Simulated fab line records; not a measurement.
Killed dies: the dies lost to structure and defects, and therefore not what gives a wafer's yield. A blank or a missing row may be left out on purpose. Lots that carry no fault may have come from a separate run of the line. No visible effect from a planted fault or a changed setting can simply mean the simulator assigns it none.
Which tool did it? + flow sky130 + 12 lots (36 wafers sampled), 1 step of a 708-step route

WHAT THE GAUGES READ, wafer by wafer
SKY_CONTACT_OVL_MEAS_15. Usual: CONTACT_OVL typically reads 3 nm, with standard deviation 6.5.
| lot  | measured     | on         | CONTACT_OVL (nm) | flag |
|------|--------------|------------|------------------|------|
| L808 | day 32 19:08 | overlay-01 | 13 13 18         |      |
| L809 | day 32 23:28 | overlay-02 | -5 -5 -6         |      |
| L810 | day 32 23:49 | overlay-01 | -3 -9 -5         |      |
| L812 | day 33 07:45 | overlay-02 | 9 11 2           |      |
| L811 | day 33 08:01 | overlay-02 | 13 19 22         |      |
| L814 | day 33 16:20 | overlay-01 | 10 3 6           |      |
| L820 | day 35 10:19 | overlay-02 | 5 3 -6           |      |
| L825 | day 36 22:46 | overlay-01 | -3 -4 1          |      |
| L827 | day 37 14:43 | overlay-02 | -3 -3 0          |      |
| L829 | day 39 00:40 | overlay-02 | -9 -4 -4         |      |
| L830 | day 39 01:02 | overlay-02 | 8 3 5            |      |
| L831 | day 39 03:40 | overlay-01 | 14 12 2          |      |

WHICH TOOL RAN EACH LOT (tool, then ch and the chambers of the sampled wafers, then the start)
Record: no process step prior to these readings.

WHAT THE TOOLS THEMSELVES READ (means of the sampled wafers that have a number; where no wafer has one, the mark that the record gives instead)
The record holds no such reading with a usual standard deviation.

THE ANSWER, worked out from the rows above alone
Rule: take the mean of a lot's wafers that have a number; if it is more than 3 standard deviations from the usual mean, the lot is off. Also off: a lot with no number at a reading for which 4 or more lots have one. All remaining lots with rows at the step are treated as sound. The gauges are gone through in route order, then the tools' own readings, and for those a lot's mean is taken as printed above. The first step at which some lot is off is used, and at that step the reading that is off furthest; a lot without a number counts as furthest.
Across all readings shown, no lot is off: no conclusion can be drawn from this.

WHAT THE SIMULATOR HAD PUT IN
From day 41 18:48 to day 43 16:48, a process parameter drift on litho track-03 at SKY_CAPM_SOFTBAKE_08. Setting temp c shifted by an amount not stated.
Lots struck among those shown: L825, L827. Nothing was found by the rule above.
